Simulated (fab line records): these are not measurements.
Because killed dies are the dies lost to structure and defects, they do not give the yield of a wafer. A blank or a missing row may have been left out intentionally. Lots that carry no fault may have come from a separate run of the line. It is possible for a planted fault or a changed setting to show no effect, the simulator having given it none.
Code-filled problem report in 8D (eight disciplines) form -- flow sky130 -- the parts of the form that need people (team, actions taken, sign-off) are left out

## 1. WHAT WENT WRONG
Wafers with no fault read 0.856 a.u. with a standard deviation of 0.0056, whereas oes_product_au at SKY_METAL1_METAL_ETCH_19 reads a mean of 0.774 a.u. on 1 wafer of 1 lot. That puts it -15 standard deviations away from the usual mean.
The step: etches the open film in Cl2/BCl3, stops on SiO2, target depth 360 nm, time 78 s.
Earliest sighting: wafer L706.4 on rie_metal-02 at day 37 09:04. The record holds 30 wafers of 10 lots with a number at this step. Rule for "out" (also "out of limits"): further than 4 standard deviations from the usual mean. Any other wafer with a number is counted as sound.

## 2. WHAT IT IS, AND WHAT IT ISN'T
question,is,is not
which readings at this step,oes_product_au,"drypump_motor_current_A, throttle_valve_pct"
which lots,L706,"L691, L693, L694, L695, L700, L710, L711, L712, L713"
which wafers of those lots,L706.4,"L706.1, L706.3"
read on which tools,rie_metal-02,"rie_metal-01, rie_metal-03"
when,from day 37 09:04,"up to then (17 sound wafers); but 12 sound wafers of L710, L711, L712, L713 came after"

## 3. THE SUSPECTS, EACH WITH WHAT RULES IT OUT
Counting: if a tool at a process step up to the reading ran every lot that is out, it stays a suspect. Sound lots after the first of them don't rule it out here, since some wafers of a struck lot are sound.
- rie_diel-01 at SKY_SPACER_ETCHBACK_02 (etches Si3N4 in CH3F/O2, stops on SiO2, time 46.7 s, target depth 45 nm): kept. It processed L706, the lot that is out, at day 28 02:53, and its most recent sound lot before then was L693 at day 23 14:31.
- rie_metal-02 at SKY_METAL1_METAL_ETCH_19 (etches the open film in Cl2/BCl3, stops on SiO2, target depth 360 nm, time 78 s): kept. It processed L706, the lot that is out, at day 37 09:04, and its most recent sound lot before then was L695 at day 33 21:53. Its own readings are out on those wafers: oes_product_au.
- In rie_diel-01 at SKY_SPACER_ETCHBACK_02, the wafers that are out were processed in chamber 0 and their sound lot-mates in chambers 2, 3.
Left after counting: rie_diel-01 at SKY_SPACER_ETCHBACK_02, rie_metal-02 at SKY_METAL1_METAL_ETCH_19.

## 4. THE CAUSE (what the simulator had put in)
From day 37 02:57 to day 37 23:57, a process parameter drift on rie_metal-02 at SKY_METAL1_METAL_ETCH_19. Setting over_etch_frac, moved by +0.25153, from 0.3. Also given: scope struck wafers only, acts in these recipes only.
Of the 2 suspects that counting leaves, this tool is one.

## 5. THE EFFECT CHAIN, in route order
Rows list readings where the struck wafers' mean (over those with a number) sits beyond 3 standard deviations from the usual. Scope: only readings with a usual standard deviation given in the record; hours: median across lots of the time from each lot's start at the first step in this table that gives one to its start at this step; sigmas: change in usual standard deviations.
hours,step,reading,usual,on struck wafers,change,sigmas
0,SKY_METAL1_METAL_ETCH_19,oes_product_au,0.856 a.u.,0.774,-0.082,-15
0,SKY_METAL1_STRIP_20,oes_product_au,0.343 a.u.,0.322,-0.021,-4.7
0,SKY_METAL1_STRIP_20,strip_time_to_endpoint_s,2.71 s,2.27,-0.44,-10
It contains these process steps:
- SKY_METAL1_METAL_ETCH_19: etches the open film in Cl2/BCl3, stops on SiO2, target depth 360 nm, time 78 s.
- SKY_METAL1_STRIP_20: strips in O2/N2.

## 6. HOW IT WOULD HAVE BEEN CAUGHT EARLIER
The fault began at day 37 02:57; the first out-of-limits reading in this record came at day 37 09:04, 6 hours later.
